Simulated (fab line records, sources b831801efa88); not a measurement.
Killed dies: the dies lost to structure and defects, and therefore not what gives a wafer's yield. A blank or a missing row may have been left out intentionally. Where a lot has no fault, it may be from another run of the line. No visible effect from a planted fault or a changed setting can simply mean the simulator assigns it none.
Chamber matching | flow sky130 | SKY_VIA2_CMP_02 on cmp-02: 4 sister chambers
The step polishes SiO2. 4 wafers are shown with their chamber, then 12 later ones without.

== WAFERS PAIRED WITH THEIR CHAMBERS ==
wafer  | chamber | motor_current_A (A)
L088.6 | 2       | 13.1
L090.1 | 1       | 14.3
L090.5 | 3       | 12.3
L090.6 | 0       | 10.7

== WAFERS WHOSE CHAMBER IS MISSING ==
wafer  | motor_current_A (A)
L091.1 | 12.6
L091.4 | 10.4
L091.5 | 9.8
L093.1 | 14.2
L093.4 | 10.2
L093.6 | 10.8
L092.1 | 13.4
L092.4 | 11.6
L092.5 | 14.7
L097.3 | 10.6
L097.4 | 11.8
L097.6 | 13.0

== THE CHAMBER EACH PASSED THROUGH ==
wafer  | from the rows above          | in truth
L091.1 | can't be placed: 3 or 2      | 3
L091.4 | 0                            | 0
L091.5 | 0                            | 0
L093.1 | 1                            | 1
L093.4 | 0                            | 0
L093.6 | 0                            | 0
L092.1 | can't be placed: 2 or 1 or 3 | 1
L092.4 | can't be placed: 3 or 0 or 2 | 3
L092.5 | 1                            | 1
L097.3 | 0                            | 0
L097.4 | can't be placed: 3 or 0 or 2 | 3
L097.6 | can't be placed: 2 or 3      | 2
Correctly placed: 7 of 12. These rows do not allow placing 5 (true chamber among the candidates in 5). Placed wrongly: 0.
How it was worked out, from the rows above alone: a wafer's distance from a chamber is the root of the sum, over the readings, of the square of ((its reading less the chamber's mean) divided by the reading's scatter). If the next closest chamber is less than 2 further off than the closest, the wafer can't be placed; otherwise it belongs to the closest. The mean given for a chamber averages the wafers shown for that chamber. The scatter: root of mean squared gap, hidden wafer to nearest shown wafer, with one shown wafer a chamber.
